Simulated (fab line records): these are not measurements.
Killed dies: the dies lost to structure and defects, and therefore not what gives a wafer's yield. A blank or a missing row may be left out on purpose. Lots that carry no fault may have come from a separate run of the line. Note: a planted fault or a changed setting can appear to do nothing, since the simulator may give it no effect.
Which of the tools did it?    flow sky130    12 lots, 36 wafers sampled, at 5 steps of a route of 708

## WHAT THE GAUGES SHOWED, per wafer
SKY_VT_ADJUST_LVTN_TW_MEAS_10.
lot   measured      on             VT_ADJUST_LVTN_TW
L743  day 6 20:41   film metro-02  240.0 238.7 238.3
L745  day 7 08:32   film metro-02  240.2 241.3 239.6
L746  day 7 12:19   film metro-01  243.7 243.5 242.1
L747  day 7 18:57   film metro-04  238.8 237.6 238.0
L749  day 8 17:37   film metro-04  239.6 238.5 238.0
L750  day 8 21:01   film metro-01  243.2 242.7 242.7
L752  day 9 08:43   film metro-04  241.4 239.5 241.6
L753  day 10 00:02  film metro-02  240.1 238.8 240.0
L757  day 10 18:46  film metro-02  240.6 240.3 239.9
L761  day 11 21:02  film metro-02  239.6 239.6 239.5
L762  day 12 07:26  film metro-04  241.0 241.0 240.9
L763  day 12 12:35  film metro-01  241.4 241.8 240.9

SKY_VT_ADJUST_LVTN_OVL_MEAS_18.
lot   measured      on          VT_ADJUST_LVTN_01_OVL (nm)
L743  day 7 15:52   overlay-01  0.8 1.0 -1.0
L745  day 8 04:28   overlay-01  -1.8 -2.9 -1.1
L746  day 8 08:19   overlay-01  2.4 1.5 0.1
L747  day 8 15:25   overlay-02  -0.1 0.0 0.1
L749  day 9 15:01   overlay-02  1.4 1.9 1.8
L750  day 9 18:40   overlay-01  -0.5 -1.0 -0.8
L752  day 10 06:08  overlay-01  0.4 -0.6 -0.4
L753  day 10 22:10  overlay-02  0.1 -1.1 -0.7
L757  day 11 18:31  overlay-02  -0.6 -0.6 -0.5
L761  day 12 21:34  overlay-02  -1.5 -0.7 1.8
L762  day 13 08:19  overlay-02  1.9 0.2 1.6
L763  day 13 14:08  overlay-01  -1.2 1.4 -0.9

SKY_SONOS_ONO_THK_MEAS_05.
lot   measured      on             SONOS_ONO_CVD_04_THK (nm)
L743  day 11 12:18  film metro-01  5.85 5.93 5.80
L745  day 12 06:01  film metro-01  5.65 5.58 5.57
L746  day 12 11:25  film metro-03  5.65 5.73 5.59
L747  day 12 14:15  film metro-01  5.85 5.91 5.83
L749  day 13 19:53  film metro-01  5.72 5.75 5.74
L750  day 14 02:06  film metro-03  5.87 5.93 5.86
L752  day 14 12:24  film metro-03  5.85 5.79 5.69
L753  day 15 07:22  film metro-01  5.67 5.52 5.62
L757  day 16 07:30  film metro-01  5.64 5.63 5.70
L761  day 17 15:34  film metro-03  9.24 9.20 9.27
L762  day 18 04:25  film metro-03  9.09 9.10 9.17
L763  day 18 09:58  film metro-04  9.26 9.16 9.22

SKY_GATE_OXIDE_OVL_MEAS_10.
lot   measured      on          GATE_OXIDE_OVL (nm)
L743  day 13 16:22  overlay-02  0.3 1.9 2.3
L745  day 14 11:22  overlay-01  -1.1 -1.4 -0.9
L746  day 14 17:41  overlay-01  -4.6 -4.1 -2.2
L747  day 14 21:25  overlay-02  0.7 -1.4 0.4
L749  day 16 03:26  overlay-01  -2.9 -1.4 -1.4
L750  day 16 12:49  overlay-01  -1.6 -2.4 -1.7
L752  day 16 22:34  overlay-01  0.8 -0.3 0.3
L753  day 17 16:53  overlay-01  1.5 0.3 0.3
L757  day 18 20:52  overlay-02  1.6 0.7 -0.3
L761  day 20 05:53  overlay-01  0.1 1.2 0.6
L762  day 20 19:49  overlay-02  1.7 0.7 0.4
L763  day 21 00:52  overlay-01  1.7 1.3 0.4

## EACH LOT AND THE TOOL THAT RAN IT (in order: tool; ch and the chambers of the sampled wafers; start)
lot   SKY_SONOS_ONO_CVD_04
L743  lpcvd-03 ch 1, day 11 11:03
L745  lpcvd-03 ch 0, day 12 04:46
L746  lpcvd-03 ch 0, day 12 10:10
L747  lpcvd-03 ch 1, day 12 12:59
L749  lpcvd-03 ch 0, day 13 18:37
L750  lpcvd-03 ch 1, day 14 00:51
L752  lpcvd-03 ch 1, day 14 10:31
L753  lpcvd-03 ch 1, day 15 06:07
L757  lpcvd-03 ch 0, day 16 06:15
L761  lpcvd-03 ch 1, day 17 14:18
L762  lpcvd-03 ch 0, day 18 03:10
L763  lpcvd-03 ch 1, day 18 08:41
- SKY_SONOS_ONO_CVD_04: deposits SiO2 from SiH4/N2O, target thk 5.7199 nm.

## WHAT THE TOOLS THEMSELVES READ (means of the sampled wafers that have a number; where no wafer has one, the mark that the record gives instead)
SKY_SONOS_ONO_CVD_04.
lot   tool      spike tc bottom C (C)  spike tc centre C (C)  spike tc lower C (C)  spike tc top C (C)  spike tc upper C (C)  susceptor temp C (C)  zone power centre pct (%)  zone power top pct (%)  zone power upper pct (%)
L743  lpcvd-03  920.7                  902.8                  898.2                 912.5               900.5                 900.5                 18.0                       34.6                    18.6
L745  lpcvd-03  915.2                  902.0                  899.5                 914.2               902.2                 900.1                 16.8                       35.9                    19.0
L746  lpcvd-03  916.2                  902.0                  900.6                 913.9               901.7                 899.5                 16.9                       35.9                    19.0
L747  lpcvd-03  920.8                  902.9                  898.0                 912.2               900.1                 899.9                 18.0                       35.0                    18.5
L749  lpcvd-03  915.5                  901.3                  900.0                 914.6               900.9                 900.0                 16.7                       35.7                    19.1
L750  lpcvd-03  920.9                  903.0                  898.7                 912.4               900.5                 900.0                 18.3                       34.8                    18.6
L752  lpcvd-03  921.1                  902.1                  897.2                 912.9               900.0                 900.1                 18.1                       34.8                    18.6
L753  lpcvd-03  920.9                  901.3                  897.5                 912.6               900.5                 899.7                 18.1                       34.9                    18.3
L757  lpcvd-03  916.0                  901.7                  900.9                 914.6               901.3                 900.0                 16.7                       35.6                    19.1
L761  lpcvd-03  975.2                  955.0                  951.4                 965.9               954.1                 953.1                 20.7                       38.2                    21.0
L762  lpcvd-03  968.4                  954.5                  953.2                 965.5               953.5                 953.0                 19.1                       39.6                    21.8
L763  lpcvd-03  974.9                  954.5                  951.6                 965.0               954.3                 952.6                 20.5                       38.5                    21.2

## THE ANSWER, worked out from the rows above alone
Rule: the usual values come from the lots themselves. Put in order of their means at a reading, lots are off if they are a third of the lots or fewer, leave a main group of 4 or more, and stand apart from it by a gap of 3 or more times the standard deviation of the main group's means; of several such gaps the widest counts. A main group whose means are all the same, to the digits that the tables above print for the reading, isn't used. A lot without any number at a reading at which 4 lots or more have one is off too. Where the step has rows for the other lots, those lots are counted as sound. First the gauges in route order, then the tools' own readings, where a lot's mean is used as printed above. At the first step where some lot is off, the reading lying furthest off is the one used; lots without a number count as furthest.
Off: L761, L762, L763, at SKY_SONOS_ONO_THK_MEAS_05 (SONOS_ONO_CVD_04_THK). Mean 5.74 nm and standard deviation 0.11 in the main group.
A tool fits if, at a process step before that reading, it ran every lot that is off, and no sound lot after the first of them. Not tried: the gauges at SKY_SONOS_ONO_THK_MEAS_05; whatever is off there is also off at SKY_SONOS_ONO_CVD_04, on other tools, and gauge error can't account for it. One fits: lpcvd-03 at SKY_SONOS_ONO_CVD_04. A fault onset in the window from L757 (day 16 06:15, its last sound lot) to L761 (day 17 14:18, its first lot off) fits.
The tool's own readings at SKY_SONOS_ONO_CVD_04 bear it out: on the lots that are off they differ by more than 5 times the standard deviation of the sound lots' means. spike tc bottom C reads 972.8 C there against 918.6 C on the sound lots; spike tc centre C reads 954.7 C there against 902.1 C on the sound lots; spike tc lower C reads 952.1 C there against 899.0 C on the sound lots; spike tc top C reads 965.5 C there against 913.3 C on the sound lots; spike tc upper C reads 954.0 C there against 900.9 C on the sound lots; susceptor temp C reads 952.9 C there against 900.0 C on the sound lots; zone power top pct reads 38.8 % there against 35.2 % on the sound lots; zone power upper pct reads 21.3 % there against 18.8 % on the sound lots.

## WHAT WAS PUT IN BY THE SIMULATOR
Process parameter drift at SKY_SONOS_ONO_CVD_04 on lpcvd-03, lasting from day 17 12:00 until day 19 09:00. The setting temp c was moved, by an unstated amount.
Struck lots among those shown: L761, L762, L763. Same finding as the rule above.
